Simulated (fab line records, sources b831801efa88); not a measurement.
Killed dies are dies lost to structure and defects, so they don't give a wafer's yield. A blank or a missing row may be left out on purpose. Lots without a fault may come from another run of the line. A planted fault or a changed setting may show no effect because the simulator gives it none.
Which tool did it? | flow sky130 | 24 lots, 72 wafers sampled, at 3 steps of a route of 708

WHAT THE GAUGES READ, wafer by wafer
SKY_CONTACT_THK_MEAS_01. Usual: CONTACT_CVD_00_THK 75.4 nm, standard deviation 1.2.
lot  | measured     | on            | CONTACT_CVD_00_THK (nm) | flag
L074 | day 30 08:43 | film_metro-02 | 74.1 75.4 76.0          |
L075 | day 30 15:56 | film_metro-03 | 74.9 77.4 76.2          |
L076 | day 30 16:32 | film_metro-02 | 74.0 74.5 74.0          |
L077 | day 31 07:16 | film_metro-03 | 74.3 77.3 77.1          |
L080 | day 32 19:30 | film_metro-03 | 76.1 75.8 77.9          |
L079 | day 32 21:58 | film_metro-03 | 74.6 73.9 76.6          |
L078 | day 32 23:21 | film_metro-01 | 75.4 77.6 76.6          |
L081 | day 33 04:29 | film_metro-01 | 74.7 74.6 75.2          |
L083 | day 33 09:40 | film_metro-01 | 73.5 74.8 75.7          |
L082 | day 33 10:47 | film_metro-01 | 75.0 74.0 75.6          |
L084 | day 33 14:01 | film_metro-02 | 74.4 75.4 75.5          |
L085 | day 34 05:44 | film_metro-01 | 74.5 77.4 77.2          |
L086 | day 34 12:37 | film_metro-02 | 76.9 76.3 78.1          |
L087 | day 34 20:18 | film_metro-02 | 74.7 73.6 75.8          |
L088 | day 34 23:11 | film_metro-03 | 73.9 76.1 77.1          |
L089 | day 35 06:11 | film_metro-01 | 75.7 76.3 76.5          |
L090 | day 35 14:07 | film_metro-02 | 73.5 75.4 75.7          |
L091 | day 35 22:27 | film_metro-02 | 73.5 75.1 74.4          |
L092 | day 36 08:29 | film_metro-03 | 74.7 75.1 74.8          |
L094 | day 36 21:53 | film_metro-03 | 73.3 75.5 75.8          |
L093 | day 36 21:56 | film_metro-01 | 74.4 76.4 74.3          |
L095 | day 37 17:33 | film_metro-03 | 74.9 75.5 75.2          |
L096 | day 37 18:41 | film_metro-03 | 72.8 74.7 74.8          |
L097 | day 37 19:40 | film_metro-01 | 75.7 77.5 75.5          |

SKY_VIA2_RS_MEAS_22: measures by four-point-probe. Usual: VIA2_W_RS 0.273 ohm/sq, standard deviation 0.0053.
lot  | measured     | on            | VIA2_W_RS (ohm/sq) | flag
L074 | day 36 05:25 | film_metro-03 | 0.265 0.278 0.268  |
L075 | day 36 13:59 | film_metro-03 | 0.269 0.266 0.281  |
L076 | day 36 15:14 | film_metro-03 | 0.270 0.276 0.268  |
L077 | day 37 04:53 | film_metro-01 | 0.267 0.277 0.274  |
L080 | day 38 12:38 | film_metro-03 | 0.271 0.279 0.267  |
L079 | day 38 17:10 | film_metro-02 | 0.282 0.272 0.282  |
L078 | day 38 17:56 | film_metro-01 | 0.265 0.277 0.268  |
L081 | day 38 23:26 | film_metro-01 | 0.280 0.268 0.269  |
L083 | day 39 04:05 | film_metro-02 | 0.277 0.278 0.264  |
L082 | day 39 05:30 | film_metro-02 | 0.267 0.276 0.278  |
L084 | day 39 08:08 | film_metro-03 | 0.272 0.276 0.274  |
L085 | day 39 21:44 | film_metro-02 | 0.261 0.270 0.260  |
L086 | day 40 05:03 | film_metro-01 | 0.267 0.277 0.265  |
L087 | day 40 11:11 | film_metro-02 | 0.275 0.277 0.274  |
L088 | day 40 14:13 | film_metro-03 | 0.269 0.279 0.277  |
L089 | day 40 21:31 | film_metro-03 | 0.278 0.276 0.279  |
L090 | day 41 04:42 | film_metro-01 | 0.274 0.269 0.264  |
L091 | day 41 10:57 | film_metro-03 | 0.269 0.267 0.269  |
L092 | day 41 19:08 | film_metro-01 | 0.279 0.276 0.278  |
L094 | day 42 08:16 | film_metro-03 | 0.271 0.277 0.274  |
L093 | day 42 09:11 | film_metro-01 | 0.272 0.274 0.276  |
L095 | day 43 01:48 | film_metro-02 | 0.274 0.272 0.271  |
L096 | day 43 02:50 | film_metro-01 | 0.267 0.272 0.274  |
L097 | day 43 03:26 | film_metro-02 | 0.275 0.276 0.278  |

SKY_VIA3_BOW_MEAS_03. Usual: VIA3_BOW 80 um, standard deviation 8.5.
lot  | measured     | on            | VIA3_BOW (um) | flag
L074 | day 38 11:27 | film_metro-03 | 86 97 79      |
L075 | day 38 19:12 | film_metro-04 | 76 67 84      |
L076 | day 38 22:12 | film_metro-03 | 79 76 76      |
L077 | day 39 10:45 | film_metro-03 | 86 78 70      |
L080 | day 40 16:21 | film_metro-03 | 71 77 89      |
L079 | day 40 20:58 | film_metro-03 | 86 74 78      |
L078 | day 40 21:38 | film_metro-04 | 65 58 63      |
L081 | day 41 03:19 | film_metro-04 | 71 72 83      |
L083 | day 41 06:32 | film_metro-03 | 71 68 72      |
L082 | day 41 09:48 | film_metro-03 | 99 87 82      |
L084 | day 41 11:06 | film_metro-04 | 74 74 73      |
L085 | day 42 00:01 | film_metro-01 | 77 81 85      |
L086 | day 42 06:38 | film_metro-03 | 92 83 80      |
L087 | day 42 13:35 | film_metro-01 | 95 89 87      |
L088 | day 42 15:14 | film_metro-03 | 73 74 69      |
L089 | day 42 23:29 | film_metro-01 | 84 80 88      |
L090 | day 43 06:34 | film_metro-01 | 94 91 92      |
L091 | day 43 12:10 | film_metro-03 | 71 80 77      |
L092 | day 43 19:35 | film_metro-04 | 82 77 92      |
L094 | day 44 08:46 | film_metro-01 | 82 72 85      |
L093 | day 44 10:00 | film_metro-04 | 77 81 74      |
L095 | day 45 00:43 | film_metro-04 | 77 79 83      |
L096 | day 45 02:13 | film_metro-01 | 90 78 90      |
L097 | day 45 03:01 | film_metro-01 | 77 89 79      |

WHICH TOOL RAN EACH LOT (tool, then ch and the chambers of the sampled wafers, then the start)
The record holds no process step before these readings.

WHAT THE TOOLS THEMSELVES READ (means of the sampled wafers that have a number; where no wafer has one, the mark that the record gives instead)
The record holds no such reading with a usual standard deviation.

THE ANSWER, worked out from the rows above alone
Rule: a lot is off if the mean of its wafers that have a number lies more than 3 standard deviations from the usual mean. A lot without any number at a reading at which 4 lots or more have one is off too. The other lots that the step has rows for count as sound. The gauges are gone through in route order, then the tools' own readings, and for those a lot's mean is taken as printed above. The first step at which some lot is off is used, and at that step the reading that is off furthest; a lot without a number counts as furthest.
No lot is off at any reading shown: from this, nothing can be told.

WHAT THE SIMULATOR HAD PUT IN
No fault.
